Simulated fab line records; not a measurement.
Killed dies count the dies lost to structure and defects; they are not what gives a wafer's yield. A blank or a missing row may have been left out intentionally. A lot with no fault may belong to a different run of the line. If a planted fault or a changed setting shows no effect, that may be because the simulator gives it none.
Matching of chambers :: flow gf180mcu :: GF_POLY_GATE_ETCH_13 on rie_si-02 has 4 sister chambers
The step etches poly-Si in HBr/Cl2, stops on SiO2, target depth 198.5 nm, time 69.6 s. 8 wafers are shown with their chamber, then 11 later ones without.

EACH WAFER AND ITS CHAMBER
wafer: L082.6
chamber: 1
oes_product_au (a.u.): 0.994
throttle_valve_pct (%): 33.680

wafer: L087.2
chamber: 1
oes_product_au (a.u.): 0.989
throttle_valve_pct (%): 33.680

wafer: L087.4
chamber: 0
oes_product_au (a.u.): 0.986
throttle_valve_pct (%): 33.676

wafer: L088.3
chamber: 0
oes_product_au (a.u.): 0.991
throttle_valve_pct (%): 33.674

wafer: L090.1
chamber: 2
oes_product_au (a.u.): 0.971
throttle_valve_pct (%): 33.681

wafer: L090.4
chamber: 3
oes_product_au (a.u.): 0.993
throttle_valve_pct (%): 33.690

wafer: L090.5
chamber: 3
oes_product_au (a.u.): 0.997
throttle_valve_pct (%): 33.686

wafer: L091.1
chamber: 2
oes_product_au (a.u.): 0.980
throttle_valve_pct (%): 33.680

WAFERS MISSING THEIR CHAMBER
wafer: L091.2
oes_product_au (a.u.): 0.991
throttle_valve_pct (%): 33.691

wafer: L091.5
oes_product_au (a.u.): 0.994
throttle_valve_pct (%): 33.684

wafer: L093.2
oes_product_au (a.u.): 1.003
throttle_valve_pct (%): 33.683

wafer: L093.3
oes_product_au (a.u.): 0.980
throttle_valve_pct (%): 33.677

wafer: L093.6
oes_product_au (a.u.): 0.996
throttle_valve_pct (%): 33.682

wafer: L097.1
oes_product_au (a.u.): 0.985
throttle_valve_pct (%): 33.684

wafer: L097.5
oes_product_au (a.u.): 0.983
throttle_valve_pct (%): 33.672

wafer: L097.6
oes_product_au (a.u.): 0.989
throttle_valve_pct (%): 33.693

wafer: L096.1
oes_product_au (a.u.): 1.004
throttle_valve_pct (%): 33.680

wafer: L096.2
oes_product_au (a.u.): 0.997
throttle_valve_pct (%): 33.684

wafer: L096.6
oes_product_au (a.u.): 0.985
throttle_valve_pct (%): 33.682

CHAMBER TAKEN BY EACH
wafer: L091.2
from the rows above: 3
in truth: 3

wafer: L091.5
from the rows above: can't be placed: 3 or 1
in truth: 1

wafer: L093.2
from the rows above: can't be placed: 1 or 3
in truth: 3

wafer: L093.3
from the rows above: can't be placed: 0 or 2 or 1
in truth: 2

wafer: L093.6
from the rows above: 1
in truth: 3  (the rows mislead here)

wafer: L097.1
from the rows above: can't be placed: 1 or 2 or 3
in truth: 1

wafer: L097.5
from the rows above: 0
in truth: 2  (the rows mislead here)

wafer: L097.6
from the rows above: 3
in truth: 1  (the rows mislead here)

wafer: L096.1
from the rows above: can't be placed: 1 or 0
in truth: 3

wafer: L096.2
from the rows above: can't be placed: 3 or 1
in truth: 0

wafer: L096.6
from the rows above: can't be placed: 1 or 2
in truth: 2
1 of 11 placed correctly. From these rows, 7 cannot be placed; in 5 the true chamber is one of the candidates. Number placed wrongly: 3.
How it was worked out, from the rows above alone: a wafer's distance from a chamber is the root of the sum, over the readings, of the square of ((its reading less the chamber's mean) divided by the reading's scatter). If the next closest chamber is less than 2 further off than the closest, the wafer can't be placed; otherwise it belongs to the closest. Each chamber's mean is taken over the wafers shown for it. The scatter: take each reading less its chamber's mean, square it, sum over the shown wafers, divide by the number of wafers less the number of chambers, and take the root.
